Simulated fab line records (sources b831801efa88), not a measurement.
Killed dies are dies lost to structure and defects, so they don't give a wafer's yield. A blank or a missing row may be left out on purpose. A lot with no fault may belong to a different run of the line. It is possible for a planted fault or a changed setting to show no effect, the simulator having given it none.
Matching of chambers	flow sky130	SKY_CAPM_CVD_00 on pecvd-04: 3 sister chambers
The step deposits SiO2, target thk 15.5 nm. 3 wafers are shown with their chamber, then 7 later ones without.

EACH WAFER AND ITS CHAMBER
wafer	chamber	heater-power-w (W)
L461.3	2	805
L461.6	1	658
L474.5	0	613

WAFERS WHOSE CHAMBER IS MISSING
wafer	heater-power-w (W)
L474.6	657
L475.1	758
L475.3	687
L475.5	663
L480.1	559
L480.2	693
L480.6	574

WHICH CHAMBER EACH ONE RAN IN
wafer	from the rows above	in truth
L474.6	can't be placed: 1 or 0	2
L475.1	can't be placed: 2 or 1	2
L475.3	can't be placed: 1 or 0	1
L475.5	can't be placed: 1 or 0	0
L480.1	can't be placed: 0 or 1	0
L480.2	can't be placed: 1 or 0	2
L480.6	can't be placed: 0 or 1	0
0 of 7 placed correctly. Can't be placed from these rows: 7 (the true chamber is among the candidates in 5). Wrongly placed: 0.
How it was worked out, from the rows above alone: a wafer's distance from a chamber is the root of the sum, over the readings, of the square of ((its reading less the chamber's mean) divided by the reading's scatter). The wafer belongs to the nearest chamber; if the next one is less than 2 further off, it can't be placed. Each chamber's mean is taken over the wafers shown for it. The scatter (one wafer shown for each chamber): square how far every hidden wafer sits from the nearest shown wafer, average those squares and take the square root.
